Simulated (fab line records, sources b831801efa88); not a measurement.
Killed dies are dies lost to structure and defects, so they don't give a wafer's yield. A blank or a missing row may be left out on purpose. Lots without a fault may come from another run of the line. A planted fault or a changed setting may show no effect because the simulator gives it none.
Chamber matching | flow gf180mcu | GF_MIM_CVD_05 on pecvd-02: 3 sister chambers
The step deposits Si3N4, target thk 42 nm, time 29.086 s. 16 wafers are shown with their chamber, then 8 later ones without.

WAFERS WITH THEIR CHAMBER
wafer  | chamber | heater_power_w (W) | heater_power_outer_w (W)
L474.1 | 0       | 558                | 344
L474.4 | 2       | 720                | 438
L474.5 | 1       | 735                | 438
L477.1 | 0       | 526                | 322
L477.3 | 1       | 676                | 382
L477.6 | 1       | 690                | 381
L478.1 | 2       | 719                | 434
L478.2 | 1       | 747                | 424
L478.5 | 2       | 694                | 451
L481.2 | 0       | 521                | 335
L481.3 | 2       | 710                | 432
L481.4 | 1       | 722                | 411
L486.1 | 1       | 681                | 400
L486.3 | 2       | 669                | 402
L486.5 | 0       | 486                | 292
L494.3 | 1       | 709                | 407

SIGNATURES (means of the wafers above)
reading              | chamber 0 | chamber 1 | chamber 2 | scatter within a chamber
heater_power_w       | 522.75    | 708.57    | 702.40    | 26.2
heater_power_outer_w | 323.25    | 406.14    | 431.40    | 20.5
Rule: a wafer's distance from a chamber is the root of the sum, over the readings, of the square of ((its reading less the chamber's mean) divided by the reading's scatter). The wafer belongs to the nearest chamber; if the next one is less than 2 further off, it can't be placed. The scatter: the root of (the sum of the squares of (reading less its chamber's mean) over the shown wafers, divided by (wafers less chambers)).

WAFERS WITHOUT THEIR CHAMBER
wafer  | heater_power_w (W) | heater_power_outer_w (W)
L494.4 | 474                | 292
L494.6 | 706                | 412
L496.1 | 632                | 350
L496.2 | 525                | 326
L496.3 | 650                | 406
L497.2 | 640                | 396
L497.4 | 721                | 417
L497.5 | 542                | 339

WHICH CHAMBER EACH WENT THROUGH
wafer  | from the rows above          | in truth
L494.4 | 0                            | 0
L494.6 | can't be placed: 1 or 2      | 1
L496.1 | can't be placed: 1 or 0 or 2 | 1
L496.2 | 0                            | 0
L496.3 | can't be placed: 1 or 2      | 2
L497.2 | can't be placed: 1 or 2      | 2
L497.4 | can't be placed: 1 or 2      | 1
L497.5 | 0                            | 0
Placed correctly: 3 of 8. Can't be placed from these rows: 5 (the true chamber is among the candidates in 5). Placed wrongly: 0.
